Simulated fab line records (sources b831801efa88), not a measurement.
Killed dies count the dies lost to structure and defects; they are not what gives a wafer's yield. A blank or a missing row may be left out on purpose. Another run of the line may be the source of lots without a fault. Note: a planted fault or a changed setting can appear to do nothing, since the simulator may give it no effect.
fab line records ; flow sky130
[record] lots = 4; wafers = 12; last-day = 50
route steps=708 shown VIA2@527 METAL3@532 CAPM@537 PAD_OPEN@708
lots untouched by any fault: they come from a run of this same line in which no faults occurred
start-h: start of the lot's first displayed wafer, in hours after the record's first day ; wait-h: time in hours since the lot's previous step ; " as in the row above ; L1.1+2: one row covering several wafers at once ; - no value present, or no start provided ; * or withheld: withheld ; < > ~ a bound
route shown NAME@n: NAME is a module with steps in the file, n the number in the route of the first one ; usual: average and standard deviation across the fault-free wafers ; same: alike in all rows ; chamber/n: place in a boat ; sites: readings site by site ; _std_site: the values' standard deviation ; _edge_site: inner sites' mean taken away from outer sites' mean ; radius-mm: how far each site lies from the wafer's centre ; mask NAME#n: copy n ; behind: the tool/chamber that last shaped the wafer ; hold: why the lot was held/for how many hours/how that ended ; device: which transistor (n, p or np) failed to switch ; end of line: tests run on the same wafers once the route is complete ; where a step has no rows: the recipe by itself ; killed: the dies lost at the first sort to structure and to defects; this is not the yield of the wafer ; map: dies across one wafer; x = killed, . = not, _ = none there
set.NAME: the setting as run; set.NAME@STEP: as run at that earlier step ; model.NAME: the simulator's own value behind a step, which no gauge read
lots at selected steps of the route; one table per step, one row per wafer
services: a tool's chamber out of use, with start hour (start-h, from the record's first day; less than 0 if before it), hours out, and reason
[[steps]]
[step SKY_VIA2_SPUTTER_20]
[recipe] material = TiN; target-thk-nm = 20; chamber-pressure-pa = 5; power-w = 4000; time-s = 80
[step SKY_VIA2_CVD_21]
[recipe] material = W; target-thk-nm = 420; time-s = 126.4; temp-c = 400; pressure-torr = 40
[step SKY_VIA2_CMP_24]
[recipe] stop-on = SiO2; t-overpolish-s = 20; down-force-psi = 3.5; platen-rpm = 60; target-thk-nm = 0; pad-velocity-m-s = 0.94248
[step SKY_METAL3_SPUTTER_00]
[recipe] material = Ti; target-thk-nm = 15; power-w = 3000; time-s = 10; chamber-pressure-pa = 0.4
[step SKY_METAL3_SPUTTER_01]
[recipe] material = TiN; target-thk-nm = 20; power-w = 6500; time-s = 16.7; chamber-pressure-pa = 0.4
[step SKY_METAL3_SPUTTER_02]
[recipe] material = AlCu; target-thk-nm = 735; power-w = 10600; time-s = 39.1; chamber-pressure-pa = 0.4
[step SKY_METAL3_SPUTTER_03]
[recipe] material = Ti; target-thk-nm = 5; power-w = 3000; time-s = 3.3; chamber-pressure-pa = 0.4
[step SKY_METAL3_SPUTTER_04]
[recipe] material = TiN; target-thk-nm = 70; power-w = 6500; time-s = 58.3; chamber-pressure-pa = 0.4
[step SKY_CAPM_CVD_00]
[recipe] material = SiO2; target-thk-nm = 15.5; temp-c = 400; time-s = withheld; rf-w = 450
[step SKY_CAPM_SPUTTER_02]
[recipe] material = TiN; target-thk-nm = 200; temp-c = 300; power-w = 6500; time-s = 166.7; chamber-pressure-pa = 0.4
[usual] throttle-valve-pct = 29.8/0.82
lot.wafer;tool;chamber;start-h;wait-h;throttle-valve-pct;model.TiN_of_CAPM_SPUTTER_02.thk-nm
L598.1;pvd-sputter-03;-;917.35;0.1;29.6;295.3
L598.4;pvd-sputter-03;-;917.35;0.1;29.2;204.5
L598.6;pvd-sputter-03;-;917.35;0.1;30.4;295.6
L599.1;pvd-sputter-03;-;918.91;0.1;29.7;301.3
L599.4;pvd-sputter-03;-;918.91;0.1;29.9;200.5
L599.6;pvd-sputter-03;-;918.91;0.1;29.8;297.4
L604.2;pvd-sputter-04;-;956.73;0.0;31.0;203
L604.5;pvd-sputter-04;-;956.73;0.0;31.0;201
L604.6;pvd-sputter-04;-;956.73;0.0;31.0;197.4
L610.2;pvd-sputter-03;-;999.61;0.0;29.6;199.6
L610.4;pvd-sputter-03;-;999.61;0.0;30.0;195.9
L610.5;pvd-sputter-03;-;999.61;0.0;29.4;201.2
[step SKY_CAPM_RS_MEAS_03]
[recipe] thk-meas-gauge = four-point-probe; reads = TiN_of_CAPM_SPUTTER_02
[usual] CAPM_TIN_RS = 6.92/0.098
lot.wafer;tool;chamber;start-h;wait-h;CAPM_TIN_RS[ohm/sq]
L598.1;film-metro-02;-;917.46;0.1;4.65
L598.4;film-metro-02;-;917.46;0.1;6.73
L598.6;film-metro-02;-;917.46;0.1;4.64
L599.1;film-metro-01;-;919.02;0.1;4.56
L599.4;film-metro-01;-;919.02;0.1;6.90
L599.6;film-metro-01;-;919.02;0.1;4.62
L604.2;film-metro-04;-;956.86;0.1;6.81
L604.5;film-metro-04;-;956.86;0.1;6.88
L604.6;film-metro-04;-;956.86;0.1;7.01
L610.2;film-metro-04;-;999.74;0.1;6.93
L610.4;film-metro-04;-;999.74;0.1;7.06
L610.5;film-metro-04;-;999.74;0.1;6.88
[step SKY_CAPM_THK_MEAS_04]
[recipe] thk-meas-gauge = xrf; reads = TiN_of_CAPM_SPUTTER_02
[usual] CAPM_TIN_THK = 193.9/2.8
lot.wafer;tool;chamber;start-h;wait-h;CAPM_TIN_THK[nm]
L598.1;film-metro-02;-;917.58;0.1;285.1
L598.4;film-metro-02;-;917.58;0.1;198.0
L598.6;film-metro-02;-;917.58;0.1;285.2
L599.1;film-metro-01;-;919.14;0.1;291.5
L599.4;film-metro-01;-;919.14;0.1;195.2
L599.6;film-metro-01;-;919.14;0.1;289.1
L604.2;film-metro-04;-;956.97;0.1;196.0
L604.5;film-metro-04;-;956.97;0.1;194.8
L604.6;film-metro-04;-;956.97;0.1;190.4
L610.2;film-metro-04;-;999.85;0.1;194.2
L610.4;film-metro-04;-;999.85;0.1;191.0
L610.5;film-metro-04;-;999.85;0.1;196.5
[step SKY_CAPM_DEHYDRATE_05]
[recipe] temp-c = 200; time-s = 60
[step SKY_CAPM_HMDS_06]
[recipe] prime-time-s = 60; prime-temp-c = 120
[step SKY_CAPM_COAT_07]
[recipe] resist = NOVOLAK; spin-rpm = 3000; resist-thk-nm = 1140
[step SKY_CAPM_SOFTBAKE_08]
[recipe] temp-c = 90; time-s = 60; resist = NOVOLAK
[step SKY_CAPM_EXPOSE_09]
[recipe] mask-id = CAPM; na = 0.6; source-shape = conventional; sigma-outer = 0.6; polarization = unpolarized; target-cd-nm = 1000; dose-mj = 159
[step SKY_CAPM_PEB_10]
[recipe] temp-c = withheld; time-s = *; resist = NOVOLAK
[step SKY_CAPM_DEVELOP_11]
[recipe] resist = NOVOLAK; developer = TMAH; develop-time-s = 60; dev-temp-c = 23
[step SKY_CAPM_METAL_ETCH_13]
[recipe] target-depth-nm = 220; stop-on = SiO2; chemistry = Cl2/BCl3; target = TiN; pressure-mtorr = 10; icp-w = 900; bias-w = 48.5; Cl2_flow_sccm = 60; bcl3-flow-sccm = 30; time-s = 62.9
[usual] bias-w = 48.49/0.15; drypump-motor-current-A = 5.8/0.5; oes-product-au = 0.941/0.0089; throttle-valve-pct = 21.902/0.011
lot.wafer;tool;chamber;start-h;wait-h;bias-w;drypump-motor-current-A;oes-product-au;rf-hours-counter-h;throttle-valve-pct
L598.1;rie-metal-03;1;941.36;0.0;48.35;6.0;0.996;12;21.880
L598.4;rie-metal-03;0;941.36;0.0;48.28;6.5;0.949;-;21.879
L598.6;rie-metal-03;0;941.36;0.0;48.31;6.5;1.002;-;21.859
L599.1;rie-metal-04;1;943.26;0.0;48.43;5.4;1.019;1;21.840
L599.4;rie-metal-04;1;943.26;0.0;48.52;5.4;0.942;-;21.896
L599.6;rie-metal-04;1;943.26;0.0;48.53;5.4;1.008;-;21.861
L604.2;rie-metal-03;1;980.88;0.0;48.75;6.0;0.948;14;21.898
L604.5;rie-metal-03;0;980.88;0.0;48.77;6.5;0.947;-;21.915
L604.6;rie-metal-03;1;980.88;0.0;48.61;5.9;0.940;-;21.906
L610.2;rie-metal-03;0;1022.73;0.0;48.25;6.5;0.942;11;21.893
L610.4;rie-metal-03;0;1022.73;0.0;48.29;6.5;0.933;-;21.919
L610.5;rie-metal-03;0;1022.73;0.0;48.39;6.5;0.952;-;21.901
[step SKY_CAPM_STRIP_14]
[recipe] chemistry = O2/N2; power-w = 1400; pressure-mtorr = 1500; platen-temp-c = withheld; o2-flow-sccm = 3000; n2-flow-sccm = 300; overash-fraction = 0.5
[step SKY_CAPM_STRIP_15]
[recipe] chemistry = post-etch-residue-remover; time-s = 1200; temp-c = 72.5
[step SKY_CAPM_CLEAN_16]
[recipe] chemistry = IPA; time-s = 180; temp-c = 25
[step SKY_CAPM_CLEAN_17]
[recipe] chemistry = O3/DIW; dry = n2-spin
[step SKY_METAL3_DEHYDRATE_05]
[recipe] temp-c = 200; time-s = 60
[step SKY_METAL3_HMDS_06]
[recipe] prime-time-s = 60; prime-temp-c = 120
[step SKY_METAL3_COAT_07]
[recipe] resist = BARC; temp-c = withheld; time-s = withheld; spin-rpm = 3000; resist-thk-nm = 60
[step SKY_METAL3_COAT_08]
[recipe] resist = KrF-thick; spin-rpm = 3000; resist-thk-nm = 1140
[step SKY_METAL3_SOFTBAKE_09]
[recipe] temp-c = 100; time-s = 90; resist = KrF-thick
[step SKY_METAL3_EXPOSE_10]
[recipe] mask-id = MM3; na = 0.68; source-shape = annular; sigma-inner = 0.4; sigma-outer = 0.8; target-cd-nm = 300; dose-mj = 28
[step SKY_METAL3_PEB_11]
[recipe] peb-temp-c = withheld; peb-time-s = withheld; resist = KrF-thick
[step SKY_METAL3_DEVELOP_12]
[recipe] develop-time-s = 60; resist = KrF-thick; dev-temp-c = 21
[step SKY_METAL3_DESCUM_15]
[recipe] chemistry = O2; source-power-w = 150; bias-power-w = 0; pressure-mtorr = 10; temp-c = 40; time-s = 8
[step SKY_METAL3_ETCH_16]
[recipe] chemistry = N2/H2; target = BARC; ion-energy-ev = 200; bias-w = 100; pressure-mtorr = 30; n2-flow-sccm = 100; h2-flow-sccm = 200; icp-w = 500; stop-on = SiO2; time-s = 88.2; target-depth-a = 600
[step SKY_METAL3_ETCH_17]
[recipe] target = SiO2; stop-on = TiN; chemistry = C4F8/O2/Ar; source-w = 1500; bias-w = 1200; pressure-mtorr = 40; c4f8-flow-sccm = withheld; O2_flow_sccm = 6; Ar_flow_sccm = 300; time-s = 3.9; target-depth-a = 150
[step SKY_METAL3_METAL_ETCH_18]
[recipe] target-depth-a = 8450; stop-on = SiO2; over-etch-frac = 0.3; time-s = 183.1; chemistry = Cl2/BCl3; resist-sidewall-deg = 88; pressure-mtorr = 10; icp-w = 900; bias-w = 48.5; Cl2_flow_sccm = 60; bcl3-flow-sccm = 30
[step SKY_METAL3_STRIP_20]
[recipe] chemistry = post-etch-residue-remover; time-s = 1200; temp-c = 72.5
lot.wafer;tool;chamber;start-h;wait-h;model.TiN_of_CAPM_SPUTTER_02.thk-nm
L598.1;wet-bench-03;2;966.40;0.1;294.4
L598.4;wet-bench-03;2;966.40;0.1;203.7
L598.6;wet-bench-03;2;966.40;0.1;294.8
L599.1;wet-bench-03;3;968.69;0.1;300.5
L599.4;wet-bench-03;3;968.69;0.1;199.7
L599.6;wet-bench-03;3;968.69;0.1;296.6
L604.2;wet-bench-01;1;1005.36;0.1;202.2
L604.5;wet-bench-01;1;1005.36;0.1;200.2
L604.6;wet-bench-01;1;1005.36;0.1;196.6
L610.2;wet-bench-03;1;1046.46;0.1;198.8
L610.4;wet-bench-03;1;1046.46;0.1;195.1
L610.5;wet-bench-03;1;1046.46;0.1;200.4
[step SKY_PAD_OPEN_PROBE_99]
[usual] defect-limited-yield = 82.5/1.7; killed_at_M0_to_M3 = 42/6.1; killed_at_M4_up = 3.1/1.7; killed-at-contacts = 24/5.5; killed-at-front-end = 16/4.1; killed-at-other = 0.3/0.57; killed-dies = 86/8.2; killed-open = 47/6.8; killed-short = 38/5.8
[same] gross-dies = 492; killed-at-back-side = 0
lot.wafer;tool;chamber;start-h;wait-h;defect-limited-yield[%];killed_at_M0_to_M3;killed_at_M4_up;killed-at-contacts;killed-at-front-end;killed-at-other;killed-dies;killed-open;killed-short;model.etest.tester.sort-n-pass;model.etest.tester.sort-yield-pct;model.etest.tester.sort_bin_4_pct;model.etest.met3.line-ohm-um;model.etest.via3-chain.rc-ohm;model.etest.tester.sort_bin_3_pct;model.etest.met3.rs-ohm-sq;model.etest.cap-mim.plate-ohm-sq
L598.1;prober-01;-;1127.99;0.1;79.7;49;5;39;7;0;100;61;37;0;0;55.4;52.14;49.12;24.48;15.29;4.098
L598.4;prober-01;-;1128.14;0.2;83.3;32;3;25;22;0;82;39;43;410;83.33;0;0.1409;10.39;1.016;0.04252;5.888
L598.6;prober-01;-;1128.24;0.2;83.9;42;1;23;12;1;79;39;37;0;0;62.45;53.41;49.88;22.71;15.66;4.078
L599.1;prober-02;-;1129.69;0.1;82.9;46;5;15;18;0;84;51;33;0;0;63.53;53.76;47.77;20.82;15.72;4.006
L599.4;prober-02;-;1129.84;0.2;79.9;60;2;21;16;0;99;61;38;393;79.88;0;0.1478;9.433;0.813;0.04291;6.019
L599.6;prober-02;-;1129.94;0.2;83.3;42;3;16;20;1;82;36;46;0;0;79.35;54.93;54.16;4.589;16.73;4.009
L604.2;prober-01;-;1159.73;0.1;81.5;32;4;38;16;1;91;51;39;401;81.5;0;0.139;10.18;0.4065;0.04329;5.88
L604.5;prober-01;-;1159.88;0.2;83.1;39;3;25;15;1;83;50;33;409;83.13;0;0.1407;10.35;0.4065;0.04246;6.016
L604.6;prober-01;-;1159.93;0.2;82.5;49;2;20;15;0;86;36;50;406;82.52;0;0.1457;10.4;1.626;0.04396;6.136
L610.2;prober-01;-;1189.95;0.1;85.2;40;3;18;11;1;73;36;37;419;85.16;0;0.138;9.629;0.4065;0.04228;6.038
L610.4;prober-01;-;1190.05;0.2;83.1;40;2;25;16;0;83;45;37;409;83.13;0;0.1358;8.907;0.6098;0.04163;6.051
L610.5;prober-01;-;1190.10;0.2;80.5;46;1;22;27;0;96;45;51;396;80.49;0;0.1321;9.318;1.829;0.04103;6.018
// killed by level:class
L598.1 CONTACT:geometric-particle:open=20 VIA1:geometric-particle:open=9 VIA2:geometric-particle:open=8 LI_CONTACT:geometric-particle:open=7 CONTACT:geometric-particle:short=7 METAL1:geometric-particle:short=6 METAL2:geometric-particle:short=6 VIA3:geometric-particle:open=6
L598.4 VIA1:geometric-particle:open=8 FIELD_ISO:geometric-particle:open=7 POLY_GATE:geometric-particle:short=7 CONTACT:geometric-particle:open=7 LI_CONTACT:geometric-particle:open=6 FIELD_ISO:geometric-particle:short=5 LOCAL_INTERCONNECT:geometric-particle:short=5 CONTACT:geometric-particle:short=5
L598.6 VIA3:geometric-particle:short=8 CONTACT:geometric-particle:open=7 VIA1:geometric-particle:open=7 METAL2:geometric-particle:short=6 POLY_GATE:geometric-particle:open=5 METAL1:geometric-particle:short=5 VIA3:geometric-particle:open=5 FIELD_ISO:geometric-particle:open=4
L599.1 VIA2:geometric-particle:open=10 VIA1:geometric-particle:open=7 VIA3:geometric-particle:open=6 VIA1:geometric-particle:short=6 POLY_GATE:geometric-particle:open=5 LI_CONTACT:geometric-particle:open=5 METAL1:geometric-particle:short=4 CONTACT:geometric-particle:open=4
L599.4 VIA3:geometric-particle:open=13 VIA1:geometric-particle:open=12 VIA2:geometric-particle:open=9 LI_CONTACT:geometric-particle:open=8 METAL2:geometric-particle:short=7 METAL1:geometric-particle:short=5 VIA2:geometric-particle:short=5 POLY_GATE:geometric-particle:open=4
L599.6 VIA1:geometric-particle:open=10 SPACER:geometric-particle:short=7 CONTACT:geometric-particle:short=6 LI_CONTACT:geometric-particle:open=5 VIA1:geometric-particle:short=5 VIA2:geometric-particle:open=5 METAL2:geometric-particle:short=5 VIA3:geometric-particle:open=5
L604.2 CONTACT:geometric-particle:open=12 LI_CONTACT:geometric-particle:open=8 VIA2:geometric-particle:open=8 LOCAL_INTERCONNECT:geometric-particle:short=6 CONTACT:geometric-particle:short=5 LI_CONTACT:geometric-particle:short=4 METAL2:geometric-particle:short=4 VIA1:geometric-particle:open=4
L604.5 VIA1:geometric-particle:open=10 LI_CONTACT:geometric-particle:open=9 POLY_GATE:geometric-particle:open=6 CONTACT:geometric-particle:open=6 CONTACT:geometric-particle:short=5 METAL1:geometric-particle:short=5 METAL2:geometric-particle:short=5 VIA2:geometric-particle:open=5
L604.6 METAL1:geometric-particle:short=9 METAL2:geometric-particle:short=8 CONTACT:geometric-particle:short=7 VIA3:geometric-particle:open=7 POLY_GATE:geometric-particle:open=5 CONTACT:geometric-particle:open=5 VIA1:geometric-particle:short=5 VIA1:geometric-particle:open=5
L610.2 METAL1:geometric-particle:short=10 LI_CONTACT:geometric-particle:open=7 VIA1:geometric-particle:open=6 VIA2:geometric-particle:open=6 VIA3:geometric-particle:open=5 CONTACT:geometric-particle:short=4 CONTACT:geometric-particle:open=4 FIELD_ISO:geometric-particle:short=3
L610.4 VIA1:geometric-particle:open=10 LI_CONTACT:geometric-particle:open=9 FIELD_ISO:geometric-particle:short=7 CONTACT:geometric-particle:open=7 VIA2:geometric-particle:open=7 CONTACT:geometric-particle:short=5 VIA2:geometric-particle:short=5 VIA3:geometric-particle:open=5
L610.5 POLY_GATE:geometric-particle:short=10 VIA3:geometric-particle:open=9 FIELD_ISO:geometric-particle:short=8 METAL2:geometric-particle:short=8 LI_CONTACT:geometric-particle:open=7 VIA1:geometric-particle:open=7 LOCAL_INTERCONNECT:geometric-particle:short=5 CONTACT:geometric-particle:open=5
[[services]]
tool;chamber;start-h;hours;kind
rie-metal-04;1;897.15;-;clean
rie-metal-04;1;897.15;19.4;scheduled-down
rie-metal-04;1;897.15;19.4;vent-cycle
pvd-sputter-03;1;910.93;-;consumable-replace:kit
pvd-sputter-03;1;910.93;18.0;scheduled-down
pvd-sputter-03;1;910.93;18.0;vent-cycle
pvd-sputter-03;-;912.59;0.9;repair
pvd-sputter-03;-;920.81;3.0;repair
pvd-sputter-04;-;921.56;5.2;repair
pvd-sputter-03;-;981.53;1.4;repair
pvd-sputter-04;3;987.01;-;consumable-replace:kit
pvd-sputter-04;3;987.01;18.0;scheduled-down
pvd-sputter-04;3;987.01;18.0;vent-cycle
pvd-sputter-04;-;992.72;8.0;repair
pvd-sputter-03;0;1011.42;-;consumable-replace:kit
pvd-sputter-03;0;1011.42;18.0;scheduled-down
pvd-sputter-03;0;1011.42;18.0;vent-cycle
rie-metal-03;-;1021.09;1.5;repair
[[key]]
[first-sign] step = SKY_CAPM_RS_MEAS_03; reading = CAPM_TIN_RS; direction = down; sigmas = 23; usual = 6.92; struck = 4.62
[effect] step = SKY_CAPM_THK_MEAS_04; reading = CAPM_TIN_THK; direction = up; sigmas = 33; usual = 193.9; struck = 287.7
[effect] step = SKY_CAPM_METAL_ETCH_13; reading = oes-product-au; direction = up; sigmas = 7.3; usual = 0.941; struck = 1.006
[model-effect] step = SKY_CAPM_SPUTTER_02; value = TiN_of_CAPM_SPUTTER_02.thk-nm; without = 200.5; struck = 297.4
[model-effect] step = SKY_METAL3_STRIP_20; value = TiN_of_CAPM_SPUTTER_02.thk-nm; without = 199.6; struck = 296.6
[model-effect] step = SKY_PAD_OPEN_PROBE_99; value = etest.tester.sort-n-pass; without = 405.8; struck = 0
met-at SKY_CAPM_SPUTTER_02
struck-wafers L598.1,L598.6,L599.1,L599.6
[fault] kind = process-parameter-drift; tool = pvd-sputter-03; chamber = -; onset-h = 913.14; steps = SKY_CAPM_SPUTTER_02; channel = target-thk-nm; offset = 96.907; shape = step; end-h = 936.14; scope = struck-wafers-only; acts-in = these-recipes-only; stated = 200
